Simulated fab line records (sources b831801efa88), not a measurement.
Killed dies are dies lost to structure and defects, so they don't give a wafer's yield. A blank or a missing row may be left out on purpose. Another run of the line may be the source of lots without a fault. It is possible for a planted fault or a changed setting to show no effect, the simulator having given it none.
Matching of chambers -- flow gf180mcu -- GF_STI_ETCH_14 on rie-si-01: 4 sister chambers
The step etches Si in HBr/Cl2/O2, target depth 360 nm, time 102.9 s. 7 wafers are shown with their chamber, then 7 later ones without.

== WAFERS PAIRED WITH THEIR CHAMBERS ==
wafer,chamber,drypump-motor-current-A (A),HBr_flow_sccm (sccm)
L334.2,1,6.2,150.4
L336.6,3,5.0,149.6
L347.2,2,5.5,149.6
L347.3,0,5.2,149.9
L347.6,0,5.2,150.0
L348.1,2,5.6,149.8
L348.2,3,5.0,150.1

== WAFERS WITH NO CHAMBER GIVEN ==
wafer,drypump-motor-current-A (A),HBr_flow_sccm (sccm)
L348.3,5.3,149.6
L354.2,6.2,151.1
L354.4,5.0,150.0
L354.5,6.2,150.3
L355.1,5.2,150.8
L355.4,6.3,148.5
L355.5,5.6,150.1

== THE CHAMBER EACH PASSED THROUGH ==
wafer,from the rows above,in truth
L348.3,0,0
L354.2,1,1
L354.4,3,3
L354.5,1,1
L355.1,0,0
L355.4,1,1
L355.5,2,2
Correctly placed: 7 of 7. From these rows, 0 cannot be placed. Number placed wrongly: 0.
How it was worked out, from the rows above alone: a wafer's distance from a chamber is the root of the sum, over the readings, of the square of ((its reading less the chamber's mean) divided by the reading's scatter). If the next closest chamber is less than 2 further off than the closest, the wafer can't be placed; otherwise it belongs to the closest. A chamber's mean is the mean of its shown wafers. How the scatter is found: for the shown wafers, subtract from each reading the mean of its chamber, square and add these, divide the total by (wafers less chambers), then take the root.
